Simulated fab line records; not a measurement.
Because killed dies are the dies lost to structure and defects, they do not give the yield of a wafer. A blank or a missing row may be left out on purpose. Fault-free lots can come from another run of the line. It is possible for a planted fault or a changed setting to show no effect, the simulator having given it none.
Which tool was responsible? :: flow gf180mcu :: 13 lots, 39 wafers sampled, at 2 steps of a route of 602

== WHAT THE GAUGES READ, wafer by wafer ==
GF_V5_CD_MEAS_14: target cd 260 nm. Usual: cd nm reads 260.2 nm (standard deviation 1.3).
lot: L621
measured: day 27 07:40
on: cd sem-01
cd nm (nm): 261.2 259.8 260.4
flag: 

lot: L622
measured: day 27 18:53
on: cd sem-01
cd nm (nm): 258.7 257.7 259.5
flag: 

lot: L625
measured: day 28 22:43
on: cd sem-01
cd nm (nm): 261.2 261.4 261.5
flag: 

lot: L626
measured: day 29 04:19
on: cd sem-01
cd nm (nm): 261.0 259.7 260.2
flag: 

lot: L627
measured: day 29 13:08
on: cd sem-02
cd nm (nm): 259.8 259.9 260.4
flag: 

lot: L628
measured: day 29 17:00
on: cd sem-02
cd nm (nm): 261.9 261.3 261.5
flag: 

lot: L629
measured: day 29 20:27
on: cd sem-02
cd nm (nm): 261.2 259.8 262.5
flag: 

lot: L631
measured: day 30 19:10
on: cd sem-01
cd nm (nm): 259.0 260.0 259.1
flag: 

lot: L636
measured: day 31 20:10
on: cd sem-02
cd nm (nm): 274.5 274.0 273.9
flag: OFF

lot: L638
measured: day 32 11:07
on: cd sem-02
cd nm (nm): 271.9 272.0 271.2
flag: OFF

lot: L639
measured: day 32 12:03
on: cd sem-02
cd nm (nm): 261.9 261.7 260.2
flag: 

lot: L640
measured: day 32 18:33
on: cd sem-01
cd nm (nm): 259.5 260.2 260.4
flag: 

lot: L643
measured: day 33 12:16
on: cd sem-01
cd nm (nm): 259.4 258.1 258.9
flag: 

== WHICH TOOL RAN EACH LOT (tool, then ch and the chambers of the sampled wafers, then the start) ==
lot: L621
GF_V5_EXPOSE_11: krf scanner-01 ch 0, day 26 21:49

lot: L622
GF_V5_EXPOSE_11: krf scanner-01 ch 0, day 27 09:02

lot: L625
GF_V5_EXPOSE_11: krf scanner-02 ch 0, day 28 13:26

lot: L626
GF_V5_EXPOSE_11: krf scanner-01 ch 0, day 28 19:08

lot: L627
GF_V5_EXPOSE_11: krf scanner-01 ch 0, day 29 03:12

lot: L628
GF_V5_EXPOSE_11: krf scanner-01 ch 0, day 29 08:30

lot: L629
GF_V5_EXPOSE_11: krf scanner-01 ch 0, day 29 11:21

lot: L631
GF_V5_EXPOSE_11: krf scanner-02 ch 0, day 30 10:19

lot: L636
GF_V5_EXPOSE_11: krf scanner-02 ch 0, day 31 11:35

lot: L638
GF_V5_EXPOSE_11: krf scanner-02 ch 0, day 32 03:26

lot: L639
GF_V5_EXPOSE_11: krf scanner-01 ch 0, day 32 04:22

lot: L640
GF_V5_EXPOSE_11: krf scanner-01 ch 0, day 32 10:12

lot: L643
GF_V5_EXPOSE_11: krf scanner-01 ch 0, day 33 04:19
- GF_V5_EXPOSE_11: exposes mask Via5, target cd 260 nm.

== AS READ BY THE TOOLS THEMSELVES (means over the sampled wafers that have a number; for cases with no such wafer, the mark the record gives instead) ==
GF_V5_EXPOSE_11. Usual: exposure dose mJ cm2 reads 37.94 (standard deviation 0.038).
lot: L621
tool: krf scanner-01
exposure dose mJ cm2: 37.88
flag: 

lot: L622
tool: krf scanner-01
exposure dose mJ cm2: 37.90
flag: 

lot: L625
tool: krf scanner-02
exposure dose mJ cm2: 38.01
flag: 

lot: L626
tool: krf scanner-01
exposure dose mJ cm2: 37.89
flag: 

lot: L627
tool: krf scanner-01
exposure dose mJ cm2: 37.94
flag: 

lot: L628
tool: krf scanner-01
exposure dose mJ cm2: 37.90
flag: 

lot: L629
tool: krf scanner-01
exposure dose mJ cm2: 37.96
flag: 

lot: L631
tool: krf scanner-02
exposure dose mJ cm2: 37.94
flag: 

lot: L636
tool: krf scanner-02
exposure dose mJ cm2: 41.69
flag: OFF

lot: L638
tool: krf scanner-02
exposure dose mJ cm2: 40.98
flag: OFF

lot: L639
tool: krf scanner-01
exposure dose mJ cm2: 37.91
flag: 

lot: L640
tool: krf scanner-01
exposure dose mJ cm2: 37.90
flag: 

lot: L643
tool: krf scanner-01
exposure dose mJ cm2: 37.96
flag: 

== THE ANSWER, worked out from the rows above alone ==
Rule: a lot is off if the mean of its wafers that have a number lies more than 3 standard deviations from the usual mean. A lot without any number at a reading at which 4 lots or more have one is off too. The other lots that the step has rows for count as sound. After the gauges, taken in route order, come the tools' own readings; for these a lot's mean is taken, as printed above. At the first step where some lot is off, the reading lying furthest off is the one used; lots without a number count as furthest.
Off, at GF_V5_CD_MEAS_14 on cd nm: L636, L638.
A tool fits if, at a process step before that reading, it ran every lot that is off, and no sound lot after the first of them. The gauges at GF_V5_CD_MEAS_14 aren't tried: what is off there is off at GF_V5_EXPOSE_11 too, on other tools, and a gauge's error can't cause that. One fits: krf scanner-02 at GF_V5_EXPOSE_11. Its last sound lot is L631 (day 30 10:19), its first lot that is off L636 (day 31 11:35): a fault that began between those two fits.
The tool's own readings at GF_V5_EXPOSE_11 bear it out: on the lots that are off they differ by more than 5 times the standard deviation of the sound lots' means. exposure dose mJ cm2 reads 41.33 there against 37.93 on the sound lots.

== WHAT HAD BEEN PUT IN BY THE SIMULATOR ==
Process parameters drifting: krf scanner-02 at GF_V5_EXPOSE_11, beginning at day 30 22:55. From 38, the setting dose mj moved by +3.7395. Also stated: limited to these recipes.
Lots struck among those shown: L636, L638. The rule given above showed the same thing.
